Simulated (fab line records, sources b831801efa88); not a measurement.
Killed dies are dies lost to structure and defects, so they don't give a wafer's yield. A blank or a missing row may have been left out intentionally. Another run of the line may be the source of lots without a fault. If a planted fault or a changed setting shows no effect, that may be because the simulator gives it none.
2 desks looking at one fault + flow gf180mcu + what lay behind the numbers comes last; until then each desk has only its own

== AT THE METROLOGY DESK ==
Means of the sampled wafers that have a number, per lot and without regard to the tool the lot ran on: this is what the gauges read. Any lot whose mean is over 4 standard deviations away from the usual mean is out of limits and marked OUT; that distance is given in the brackets.
Columns: A = VT_IMPLANT_02_OVL at GF_VT_IMPLANT_OVL_MEAS_29, usual 0.0 nm; B = MVSD_RS at GF_VT_IMPLANT_RS_MEAS_46, usual 456.6 ohm/sq; C = HV_LDD_TW at GF_HV_LDD_TW_MEAS_11, usual 2441; D = HV_LDD_02_OVL at GF_HV_LDD_OVL_MEAS_32, usual 0.1 nm; E = HV_LDD_RS at GF_HV_LDD_RS_MEAS_53, usual 417.9 ohm/sq
| lot  | first seen here | A    | B     | C               | D    | E               |
|------|-----------------|------|-------|-----------------|------|-----------------|
| L765 | day 7 04:11     | 1.7  | 457.5 | 2472            | -2.7 | 417.7           |
| L766 | day 7 11:23     | -1.2 | 456.5 | 2444            | -1.5 | 417.6           |
| L767 | day 7 13:44     | 2.1  | 457.8 | 2445            | 1.0  | 417.0           |
| L768 | day 8 00:41     | -2.7 | 456.8 | 2472            | 0.3  | 418.2           |
| L769 | day 8 04:56     | -0.6 | 457.9 | 2397            | -1.7 | 417.4           |
| L770 | day 8 10:23     | 0.7  | 456.8 | 2395            | 1.6  | 418.3           |
| L778 | day 10 20:20    | 2.4  | 457.0 | 2212 (-8.2) OUT | -0.2 | 394.9 (-26) OUT |
| L780 | day 11 05:50    | -0.5 | 457.6 | 2183 (-9.2) OUT | -0.9 | 394.4 (-26) OUT |
| L781 | day 11 17:05    | 0.1  | 456.2 | 2415            | -0.3 | 418.3           |
| L782 | day 11 17:11    | -0.4 | 455.5 | 2477            | 1.7  | 418.4           |
| L784 | day 12 08:41    | 1.0  | 457.2 | 2467            | 1.7  | 417.5           |
| L787 | day 13 02:25    | -0.4 | 457.8 | 2468            | 1.1  | 417.2           |
| L786 | day 13 03:14    | 0.2  | 456.4 | 2418            | -0.3 | 417.4           |
This desk reports L778, L780 out of limits; the earliest was L778 at day 14 14:24 (HV_LDD_TW at GF_HV_LDD_TW_MEAS_11). Within limits: L765, L766, L767, L768, L769, L770, L781, L782, L784, L787, L786.

== AT THE TOOL OWNER'S DESK: implanter-02 ==
GF_HV_LDD_IMPLANT_09, tool's own readings: per-lot mean of the sampled wafers with a number, covering each lot this tool ran. Any lot whose mean is over 4 standard deviations away from the usual mean is out of limits and marked OUT; that distance is given in the brackets.
Columns: A = tilt_deg at GF_HV_LDD_IMPLANT_09, usual 6.997 degrees
| lot  | first seen here | A                        |
|------|-----------------|--------------------------|
| L766 | day 10 15:47    | 6.992                    |
| L767 | day 10 18:48    | 6.977                    |
| L769 | day 11 13:07    | 7.007                    |
| L778 | day 14 14:10    | -0.020 (-99 or more) OUT |
| L780 | day 14 20:17    | -0.021 (-99 or more) OUT |
Finding of this desk: L778, L780 out of limits; the first was L778 at day 14 14:10, on tilt_deg at GF_HV_LDD_IMPLANT_09. Within limits: L766, L767, L769.

== TAKEN TOGETHER ==
The tool owner's desk had the chance to raise an alarm at day 14 14:10 on L778, L780.
An alarm was possible from the metrology desk at day 14 14:24, on L778, L780.
GF_HV_LDD_IMPLANT_09 was run on implanter-02 by each of the lots named.

== WHAT WAS PUT IN BY THE SIMULATOR ==
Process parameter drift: implanter-02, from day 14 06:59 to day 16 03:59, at GF_HV_LDD_IMPLANT_09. Setting tilt_deg shifted by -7 from 7. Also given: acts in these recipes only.
Shown lots that were struck: L778, L780.
Fault start to first reading out of limits, in hours, per desk: tool owner, 7; metrology, 7.
